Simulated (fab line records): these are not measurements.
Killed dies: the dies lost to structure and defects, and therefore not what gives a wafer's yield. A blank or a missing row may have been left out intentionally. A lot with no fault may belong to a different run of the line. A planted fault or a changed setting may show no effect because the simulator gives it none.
Chamber matching :: flow sky130 :: 4 sister chambers for SKY_PASSIVATION_ETCH_11 on rie diel-02
The step etches the open film in CF4/O2, stops on AlCu, target depth 725 nm, time 161.1 s. 16 wafers are shown with their chamber, then 8 later ones without.

WAFERS PAIRED WITH THEIR CHAMBERS
wafer: L075.3
chamber: 0
drypump motor current A (A): 6.1
throttle valve pct (%): 5.965
oes product au (a.u.): 0.987

wafer: L075.5
chamber: 1
drypump motor current A (A): 5.9
throttle valve pct (%): 5.959
oes product au (a.u.): 0.985

wafer: L075.6
chamber: 0
drypump motor current A (A): 6.1
throttle valve pct (%): 5.971
oes product au (a.u.): 0.989

wafer: L077.1
chamber: 3
drypump motor current A (A): 6.3
throttle valve pct (%): 5.953
oes product au (a.u.): 0.972

wafer: L077.4
chamber: 1
drypump motor current A (A): 5.9
throttle valve pct (%): 5.955
oes product au (a.u.): 0.975

wafer: L077.6
chamber: 1
drypump motor current A (A): 5.9
throttle valve pct (%): 5.949
oes product au (a.u.): 0.968

wafer: L082.1
chamber: 2
drypump motor current A (A): 6.7
throttle valve pct (%): 5.958
oes product au (a.u.): 0.971

wafer: L082.4
chamber: 0
drypump motor current A (A): 6.1
throttle valve pct (%): 5.966
oes product au (a.u.): 0.977

wafer: L082.5
chamber: 0
drypump motor current A (A): 6.1
throttle valve pct (%): 5.975
oes product au (a.u.): 0.978

wafer: L085.2
chamber: 2
drypump motor current A (A): 6.7
throttle valve pct (%): 5.972
oes product au (a.u.): 0.975

wafer: L085.4
chamber: 3
drypump motor current A (A): 6.4
throttle valve pct (%): 5.973
oes product au (a.u.): 0.988

wafer: L085.5
chamber: 3
drypump motor current A (A): 6.4
throttle valve pct (%): 5.963
oes product au (a.u.): 0.987

wafer: L088.2
chamber: 3
drypump motor current A (A): 6.4
throttle valve pct (%): 5.966
oes product au (a.u.): 0.977

wafer: L088.4
chamber: 0
drypump motor current A (A): 6.1
throttle valve pct (%): 5.966
oes product au (a.u.): 0.989

wafer: L088.5
chamber: 2
drypump motor current A (A): 6.7
throttle valve pct (%): 5.978
oes product au (a.u.): 0.979

wafer: L091.2
chamber: 3
drypump motor current A (A): 6.3
throttle valve pct (%): 5.975
oes product au (a.u.): 0.979

SIGNATURES, as means of the wafers listed above
reading: drypump motor current A
chamber 0: 6.100
chamber 1: 5.900
chamber 2: 6.700
chamber 3: 6.360
scatter within a chamber: 0.0316

reading: throttle valve pct
chamber 0: 5.96860
chamber 1: 5.95433
chamber 2: 5.96933
chamber 3: 5.96600
scatter within a chamber: 0.00732

reading: oes product au
chamber 0: 0.98400
chamber 1: 0.97600
chamber 2: 0.97500
chamber 3: 0.98060
scatter within a chamber: 0.0065
Rule: a wafer lies at a distance from a chamber equal to the root of the sum of squares, over the readings, of (its reading less the chamber's mean, divided by the reading's scatter). The wafer belongs to the nearest chamber; if the next one is less than 2 further off, it can't be placed. How the scatter is found: for the shown wafers, subtract from each reading the mean of its chamber, square and add these, divide the total by (wafers less chambers), then take the root.

WAFERS MISSING THEIR CHAMBER
wafer: L091.4
drypump motor current A (A): 5.9
throttle valve pct (%): 5.962
oes product au (a.u.): 0.992

wafer: L091.6
drypump motor current A (A): 6.1
throttle valve pct (%): 5.955
oes product au (a.u.): 0.977

wafer: L095.3
drypump motor current A (A): 6.3
throttle valve pct (%): 5.963
oes product au (a.u.): 0.979

wafer: L095.5
drypump motor current A (A): 6.7
throttle valve pct (%): 5.969
oes product au (a.u.): 0.980

wafer: L095.6
drypump motor current A (A): 5.9
throttle valve pct (%): 5.957
oes product au (a.u.): 0.975

wafer: L096.3
drypump motor current A (A): 5.9
throttle valve pct (%): 5.972
oes product au (a.u.): 0.980

wafer: L096.4
drypump motor current A (A): 6.7
throttle valve pct (%): 5.951
oes product au (a.u.): 0.988

wafer: L096.5
drypump motor current A (A): 6.1
throttle valve pct (%): 5.967
oes product au (a.u.): 0.978

WHICH CHAMBER EACH WENT THROUGH
wafer: L091.4
from the rows above: 1
in truth: 1

wafer: L091.6
from the rows above: 0
in truth: 0

wafer: L095.3
from the rows above: 3
in truth: 3

wafer: L095.5
from the rows above: 2
in truth: 2

wafer: L095.6
from the rows above: 1
in truth: 1

wafer: L096.3
from the rows above: 1
in truth: 1

wafer: L096.4
from the rows above: 2
in truth: 2

wafer: L096.5
from the rows above: 0
in truth: 0
Correctly placed: 8 of 8. From these rows, 0 cannot be placed. Number placed wrongly: 0.
